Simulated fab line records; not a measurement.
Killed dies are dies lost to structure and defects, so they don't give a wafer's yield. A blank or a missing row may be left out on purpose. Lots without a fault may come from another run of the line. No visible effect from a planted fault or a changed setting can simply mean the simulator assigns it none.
Which tool was responsible?	flow gf180mcu	18 wafers from 6 lots sampled at 2 of the route's 602 steps

## WHAT EACH GAUGE READ, for each wafer
GF_HV_LDD_CD_MEAS_46: target cd 400 nm.
lot	measured	on	cd_nm (nm)
L106	day 14 02:53	cd_sem-01	402.0 400.8 405.1
L110	day 16 01:43	cd_sem-01	403.5 401.0 402.2
L111	day 16 08:49	cd_sem-01	393.7 397.7 397.2
L114	day 16 18:45	cd_sem-01	401.5 402.0 401.1
L117	day 18 01:48	cd_sem-02	398.6 399.5 398.7
L122	day 19 20:59	cd_sem-01	401.6 399.9 400.6

## WHICH TOOL RAN EACH LOT (tool, then ch and the chambers of the sampled wafers, then the start)
lot	GF_HV_LDD_EXPOSE_43
L106	iline_stepper-02 ch 0, day 13 16:42
L110	iline_stepper-01 ch 0, day 15 15:22
L111	iline_stepper-01 ch 0, day 15 22:46
L114	iline_stepper-01 ch 0, day 16 08:12
L117	iline_stepper-02 ch 0, day 17 14:17
L122	iline_stepper-01 ch 0, day 19 08:43
- GF_HV_LDD_EXPOSE_43: exposes mask Pplus HV AREA, target cd 400 nm.

## THE ANSWER, worked out from the rows above alone
Rule: what is usual is taken from the lots themselves. The widest of any qualifying gaps counts: lots, ordered by their means at a reading, are off when they make up no more than a third of the lots, leave a main group of 4 or more, and stand apart from it by 3 or more times the standard deviation of that group's means. Not used: any main group whose means are identical at the precision the tables above print for the reading. A lot without any number at a reading at which 4 lots or more have one is off too. The other lots that the step has rows for count as sound.
No lot is off at any reading shown: from this, nothing can be told.

## WHAT THE SIMULATOR HAD INSERTED
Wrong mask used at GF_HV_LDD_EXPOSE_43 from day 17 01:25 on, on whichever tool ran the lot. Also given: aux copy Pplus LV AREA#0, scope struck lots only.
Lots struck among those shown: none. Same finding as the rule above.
